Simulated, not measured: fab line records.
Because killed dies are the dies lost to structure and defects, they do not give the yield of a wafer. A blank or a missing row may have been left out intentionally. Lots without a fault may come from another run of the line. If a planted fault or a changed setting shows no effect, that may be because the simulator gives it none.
Which of the tools did it? :: flow sky130 :: 39 wafers sampled from 13 lots at 1 step of a route of 708

== WHAT THE GAUGES READ, wafer by wafer ==
SKY_LI_CONTACT_THK_MEAS_23: measures by xrf.
lot: L917
measured: day 29 07:49
on: film metro-01
LI_CONTACT_W_THK (nm): 397 390 394

lot: L918
measured: day 30 00:49
on: film metro-02
LI_CONTACT_W_THK (nm): 397 393 396

lot: L922
measured: day 31 03:48
on: film metro-04
LI_CONTACT_W_THK (nm): 383 391 394

lot: L923
measured: day 32 06:52
on: film metro-01
LI_CONTACT_W_THK (nm): 402 398 399

lot: L924
measured: day 32 08:23
on: film metro-04
LI_CONTACT_W_THK (nm): 385 383 385

lot: L925
measured: day 32 11:05
on: film metro-02
LI_CONTACT_W_THK (nm): 390 401 393

lot: L926
measured: day 32 17:49
on: film metro-01
LI_CONTACT_W_THK (nm): 391 397 397

lot: L930
measured: day 33 20:22
on: film metro-04
LI_CONTACT_W_THK (nm): 391 410 408

lot: L931
measured: day 34 05:04
on: film metro-02
LI_CONTACT_W_THK (nm): 415 394 418

lot: L932
measured: day 34 11:30
on: film metro-04
LI_CONTACT_W_THK (nm): 394 390 390

lot: L935
measured: day 35 13:47
on: film metro-01
LI_CONTACT_W_THK (nm): 415 406 411

lot: L936
measured: day 35 14:19
on: film metro-01
LI_CONTACT_W_THK (nm): 399 400 404

lot: L937
measured: day 35 20:47
on: film metro-02
LI_CONTACT_W_THK (nm): 396 397 394

== EACH LOT AND THE TOOL THAT RAN IT (in order: tool; ch and the chambers of the sampled wafers; start) ==
The record holds no process step before these readings.

== AS READ BY THE TOOLS THEMSELVES (means over the sampled wafers that have a number; for cases with no such wafer, the mark the record gives instead) ==
The record holds no such reading with a usual standard deviation.

== THE ANSWER, worked out from the rows above alone ==
Rule: usual is defined by the lots themselves. The widest of any qualifying gaps counts: lots, ordered by their means at a reading, are off when they make up no more than a third of the lots, leave a main group of 4 or more, and stand apart from it by 3 or more times the standard deviation of that group's means. Not used: any main group whose means are identical at the precision the tables above print for the reading. Also off: a lot with no number at a reading for which 4 or more lots have one. Where the step has rows for the other lots, those lots are counted as sound. First the gauges in route order, then the tools' own readings, where a lot's mean is used as printed above. At the first step where some lot is off, the reading lying furthest off is the one used; lots without a number count as furthest.
No lot is off at any reading shown: from this, nothing can be told.

== WHAT THE SIMULATOR HAD INSERTED ==
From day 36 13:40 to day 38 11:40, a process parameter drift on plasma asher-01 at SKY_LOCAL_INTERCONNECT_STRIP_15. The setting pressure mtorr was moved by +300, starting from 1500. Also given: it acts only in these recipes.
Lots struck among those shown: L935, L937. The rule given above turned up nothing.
